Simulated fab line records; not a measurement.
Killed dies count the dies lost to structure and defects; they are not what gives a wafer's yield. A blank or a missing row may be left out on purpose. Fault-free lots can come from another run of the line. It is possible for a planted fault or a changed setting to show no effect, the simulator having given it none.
Code-filled problem report in 8D (eight disciplines) form || flow sky130 || the parts of the form that need people (team, actions taken, sign-off) are left out

== 1. THE PROBLEM ==
Wafers free of any fault read 1437 (standard deviation 16) for LDD_HVN_TW at SKY_LDD_HVN_TW_MEAS_10, against a mean of 2859 on 6 wafers of 2 lots. Measured from the usual mean, that is +89 standard deviations.
Seen first at day 27 00:29 on film-metro-04, wafer L273.4. Wafers with a number at this step in the record: 36, from 12 lots. The rule behind "out" and "out of limits": a value lying over 4 standard deviations away from the usual mean. Any other wafer with a number is counted as sound.

== 2. WHAT IT IS, AND WHAT IT ISN'T ==
{"question": "which readings at this step", "is": "LDD_HVN_TW", "is not": "-"}
{"question": "which lots", "is": "L273, L274", "is not": "L256, L257, L258, L259, L261, L264, L266, L267, L268, L275"}
{"question": "which wafers of those lots", "is": "all that have a number", "is not": "-"}
{"question": "read on which gauges", "is": "film-metro-03, film-metro-04", "is not": "film-metro-01"}
{"question": "when", "is": "from day 27 00:29", "is not": "up to then (27 sound wafers); but 3 sound wafers of L275 came after"}

== 3. THE SUSPECTS, EACH WITH WHAT RULES IT OUT ==
Counting: a tool at a process step up to the reading stays a suspect if it ran every lot that is out and no sound lot after the first of them.
- the gauge at SKY_LDD_HVN_TW_MEAS_10 is ruled out. Those wafers that are out were read across 2 gauges (film-metro-03, film-metro-04).
- implanter-02 at SKY_LDD_HVN_IMPLANT_08: kept. Every lot that is out went through it, starting with L273 (day 27 00:17), and after that it ran no sound lot; the last sound lot it ran before then is L268 (day 25 03:53). Its own dose-ions-cm2, faraday-current-uA readings are out on those wafers.
Remaining after the count: implanter-02 at SKY_LDD_HVN_IMPLANT_08.

== 4. THE CAUSE (what the simulator had put in) ==
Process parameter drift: implanter-02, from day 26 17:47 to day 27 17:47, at SKY_LDD_HVN_IMPLANT_08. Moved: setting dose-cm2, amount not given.
Counting left only this tool.

== 5. THE CHAIN OF EFFECTS, in route order ==
Each row: a reading whose mean over the struck wafers that have a number lies more than 3 standard deviations from the usual. Only readings whose record carries a usual standard deviation are examined. hours: median over the lots of the time between each lot's start at the first step of this table that gives one and its start at this step. sigmas: the change, counted in usual standard deviations.
{"hours": 0, "step": "SKY_LDD_HVN_IMPLANT_08", "reading": "dose-ions-cm2", "usual": 3e+13, "on struck wafers": 3e+14, "change": "+2e+14", "sigmas": "+99 or more"}
{"hours": 0, "step": "SKY_LDD_HVN_IMPLANT_08", "reading": "end-station-pressure-torr", "usual": "5.15e-06 Torr", "on struck wafers": 6.14e-06, "change": "+9.90e-07", "sigmas": "+3.7"}
{"hours": 0, "step": "SKY_LDD_HVN_IMPLANT_08", "reading": "faraday-current-uA", "usual": 169, "on struck wafers": 1522, "change": "+1353", "sigmas": "+99 or more"}
{"hours": 0, "step": "SKY_LDD_HVN_TW_MEAS_10", "reading": "LDD_HVN_TW", "usual": 1437, "on struck wafers": 2859, "change": "+1422", "sigmas": "+89"}
Process steps it contains:
- SKY_LDD_HVN_IMPLANT_08

== 6. HOW IT WOULD HAVE BEEN CAUGHT EARLIER ==
In this record the first reading out of limits at a measuring or inspecting step was taken at day 27 00:29, 7 hours after the fault began at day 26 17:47.
The tool's own readings at SKY_LDD_HVN_IMPLANT_08 were out on every struck wafer that the step has a row for (dose-ions-cm2, faraday-current-uA): an alarm limit on them would have fired on the first of those.
Among the 2 lots that are out, L274 began SKY_LDD_HVN_IMPLANT_08 on implanter-02 after day 27 00:29. Putting the tool on hold at that point would have spared it.
